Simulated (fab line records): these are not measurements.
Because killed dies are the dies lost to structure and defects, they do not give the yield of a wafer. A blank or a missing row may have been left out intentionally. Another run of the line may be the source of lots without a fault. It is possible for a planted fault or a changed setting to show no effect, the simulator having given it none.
Problem report in the 8D (eight disciplines) form, filled by code    flow sky130    the parts of the form that need people (team, actions taken, sign-off) are left out

== 1. THE PROBLEM ==
Wafers free of any fault read 459.8 (standard deviation 1.9) for LDD_HVP_TW at SKY_LDD_HVP_TW_MEAS_10, against a mean of 437.3 on 6 wafers of 2 lots. That is -12 standard deviations from the usual mean.
The first sign was on wafer L749.2 at day 24 17:29, on film metro-02. The record holds 39 wafers of 13 lots with a number at this step. The rule behind "out" and "out of limits": a value lying over 4 standard deviations away from the usual mean. Any other wafer with a number is counted as sound.

== 2. WHAT IT IS, AND WHAT IT ISN'T ==
question                     is                      is not
which readings at this step  LDD_HVP_TW              -
which lots                   L749, L751              L742, L743, L745, L746, L747, L757, L758, L759, L760, L761, L762
which wafers of those lots   all that have a number  -
read on which gauges         film metro-02           film metro-01, film metro-04
when                         from day 24 17:29       up to then (15 sound wafers); but 18 sound wafers of L757, L758, L759, L760, L761, L762 came after

== 3. THE SUSPECTS, EACH WITH WHAT RULES IT OUT ==
Counting: a tool at any process step up to the reading remains a suspect when it ran all the lots that are out and ran no sound lot after the first of those.
- the gauge at SKY_LDD_HVP_TW_MEAS_10: ruled out. All the wafers that are out were read on film metro-02, but those of them that SKY_LDD_HVP_IMPLANT_08 has rows for are out there too, on other tools.
- implanter-02 at SKY_LDD_HVP_IMPLANT_08: ruled out as a lasting fault. Following L749 (day 24 17:15), the first lot on it that is out, the sound lots L759, L762 were run on it.
Left after counting: nothing in the record.

== 4. THE CAUSE (what the simulator had put in) ==
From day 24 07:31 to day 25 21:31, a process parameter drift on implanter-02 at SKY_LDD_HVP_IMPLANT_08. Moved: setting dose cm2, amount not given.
The count ruled it out by mistake, since the rule takes a fault to strike every lot its tool runs from the start of the fault on, and this one did not do so.

== 5. THE CHAIN OF EFFECTS, in route order ==
One row per reading whose mean, taken over the struck wafers that have a number, lies over 3 standard deviations from the usual. Only readings for which the record gives a usual standard deviation are gone through. hours: the time from each lot's start at the first step in this table that gives one to its start at this step, as a median over the lots. sigmas: the change in usual standard deviations.
hours  step                    reading             usual       on struck wafers  change       sigmas
0      SKY_LDD_HVP_IMPLANT_08  dose ions cm2       1.7003e+13  1.4658e+13        -2.3453e+12  -99 or more
0      SKY_LDD_HVP_IMPLANT_08  faraday current uA  95.7        82.4              -13.3        -7.0
0      SKY_LDD_HVP_TW_MEAS_10  LDD_HVP_TW          459.8       437.3             -22.5        -12
It contains these process steps:
- SKY_LDD_HVP_IMPLANT_08

== 6. HOW IT WOULD HAVE BEEN CAUGHT EARLIER ==
10 hours passed between the start of the fault at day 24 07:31 and the first reading out of limits at a measuring or inspecting step in this record, taken at day 24 17:29.
The tool's own readings at SKY_LDD_HVP_IMPLANT_08 were out on every struck wafer that the step has a row for (dose ions cm2, faraday current uA): an alarm limit on them would have fired on the first of those.
